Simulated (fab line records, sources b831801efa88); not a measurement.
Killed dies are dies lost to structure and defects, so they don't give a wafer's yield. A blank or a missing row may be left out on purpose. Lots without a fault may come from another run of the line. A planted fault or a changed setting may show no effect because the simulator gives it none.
Chamber matching | flow gf180mcu | GF_STI_CMP_25 on cmp-01: 4 sister chambers
The step polishes, stops on Si3N4, t overpolish 33 s, target thk 524.6 nm. 4 wafers are shown with their chamber, then 12 later ones without.

WAFERS WITH THEIR CHAMBER
wafer  | chamber | motor_current_A (A)
L091.2 | 3       | 10.6
L091.4 | 0       | 11.5
L092.5 | 1       | 13.4
L092.6 | 2       | 10.4

WAFERS WITHOUT THEIR CHAMBER
wafer  | motor_current_A (A)
L092.1 | 12.2
L092.2 | 11.6
L092.4 | 10.4
L093.1 | 11.1
L093.3 | 13.1
L093.6 | 11.9
L094.4 | 11.9
L094.5 | 9.8
L094.6 | 14.1
L097.1 | 14.1
L097.2 | 12.0
L097.4 | 10.9

WHICH CHAMBER EACH WENT THROUGH
wafer  | from the rows above          | in truth
L092.1 | can't be placed: 0 or 1 or 3 | 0
L092.2 | can't be placed: 0 or 3      | 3
L092.4 | can't be placed: 2 or 3      | 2
L093.1 | can't be placed: 0 or 3 or 2 | 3
L093.3 | 1                            | 1
L093.6 | can't be placed: 0 or 3      | 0
L094.4 | can't be placed: 0 or 3      | 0
L094.5 | can't be placed: 2 or 3      | 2
L094.6 | 1                            | 1
L097.1 | 1                            | 1
L097.2 | can't be placed: 0 or 1 or 3 | 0
L097.4 | can't be placed: 3 or 2 or 0 | 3
Placed correctly: 3 of 12. Can't be placed from these rows: 9 (the true chamber is among the candidates in 9). Placed wrongly: 0.
How it was worked out, from the rows above alone: a wafer's distance from a chamber is the root of the sum, over the readings, of the square of ((its reading less the chamber's mean) divided by the reading's scatter). The wafer belongs to the nearest chamber; if the next one is less than 2 further off, it can't be placed. A chamber's mean is the mean of its shown wafers. The scatter: with one shown wafer a chamber, the root of the mean of the squares of how far each hidden wafer lies from its nearest shown one.
